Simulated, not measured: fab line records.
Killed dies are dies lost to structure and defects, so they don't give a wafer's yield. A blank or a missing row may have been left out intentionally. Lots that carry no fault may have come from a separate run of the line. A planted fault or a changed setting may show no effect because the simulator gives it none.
A single fault, viewed from 2 desks | flow sky130 | only its own numbers are on each desk; what lay behind them is given at the end

## DESK OF THE TOOL OWNER: rtp anneal-02
At SKY_SD_N_RTA_14 (time 2 s), the tool's own readings, given per lot that ran on this tool as the mean of the sampled wafers with a number. A lot is out of limits, marked OUT, if its mean lies more than 4 standard deviations from the usual mean; the brackets give that distance.
Columns: A = chamber o2 ppm at SKY_SD_N_RTA_14, usual 2.000; B = lamp power pct at SKY_SD_N_RTA_14, usual 15.74 %; C = wafer_temp_C_max at SKY_SD_N_RTA_14, usual 1078.1
lot  | first seen here | A     | B     | C
L687 | day 29 15:08    | 2.007 | 15.75 | 1077.8
L693 | day 30 13:43    | 2.001 | 15.70 | 1077.6
L696 | day 31 11:19    | 1.998 | 15.74 | 1077.8
L697 | day 32 00:38    | 1.991 | 15.76 | 1078.7
L698 | day 33 10:41    | 2.011 | 15.74 | 1077.5
This desk found nothing out of limits on any of the 5 lots.

## THE METROLOGY DESK
What the gauges read, lot by lot, whatever tool the lot ran on: means of the sampled wafers that have a number. A lot is out of limits, marked OUT, if its mean lies more than 4 standard deviations from the usual mean; the brackets give that distance.
Columns: A = cd nm at SKY_SD_N_CD_MEAS_07, usual 379.7 nm; B = SD_N_OVL at SKY_SD_N_OVL_MEAS_08, usual -0.1 nm; C = SD_N_RS at SKY_SD_N_RS_MEAS_16, usual 68.45 ohm/sq; D = SD_P_RS at SKY_SD_N_RS_MEAS_17, usual 146.3 ohm/sq; E = RES_XHIGH_RS at SKY_SD_N_RS_MEAS_18, usual 333.3 ohm/sq
lot  | first seen here | A     | B    | C               | D               | E
L686 | day 28 06:02    | 379.3 | -3.2 | 68.51           | 146.4           | 333.5
L687 | day 29 14:25    | 379.4 | 0.0  | 68.45           | 146.5           | 333.6
L688 | day 29 17:52    | 382.2 | 1.6  | 68.56           | 146.6           | 332.9
L693 | day 30 13:02    | 382.6 | 0.7  | 68.38           | 145.5           | 332.7
L696 | day 31 10:41    | 374.4 | -0.2 | 68.45           | 146.1           | 332.9
L697 | day 31 23:58    | 380.7 | -1.6 | 71.16 (+23) OUT | 161.3 (+36) OUT | 334.4
L700 | day 33 09:44    | 377.5 | 0.4  | 68.48           | 146.1           | 334.4
L698 | day 33 10:01    | 382.8 | 0.7  | 71.24 (+23) OUT | 161.8 (+37) OUT | 331.2
L699 | day 33 11:52    | 378.2 | 0.7  | 68.32           | 146.3           | 334.6
L704 | day 33 23:01    | 376.5 | -0.3 | 68.40           | 146.2           | 335.8
L706 | day 34 17:53    | 381.5 | -2.3 | 68.38           | 146.2           | 332.9
L708 | day 35 04:22    | 380.0 | 0.5  | 68.23           | 145.9           | 332.2
Per this desk, out of limits: L697, L698; the first was L697, day 32 00:48 (SD_N_RS at SKY_SD_N_RS_MEAS_16). In limits: L686, L687, L688, L693, L696, L700, L699, L704, L706, L708.

## PUT TOGETHER
An alarm was possible from the metrology desk at day 32 00:48, on L697, L698.
The desk of the tool owner found nothing out of limits.
The tool owner's desk has L697, L698 on record, within its limits.
On rtp anneal-02, each named lot ran SKY_SD_N_RTA_14.

## WHAT THE SIMULATOR PUT IN
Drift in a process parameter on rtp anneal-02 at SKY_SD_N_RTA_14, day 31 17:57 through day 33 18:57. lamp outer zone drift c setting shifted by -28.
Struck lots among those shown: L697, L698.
Hours from the fault's start to each desk's first reading out of limits: the metrology desk, 7.
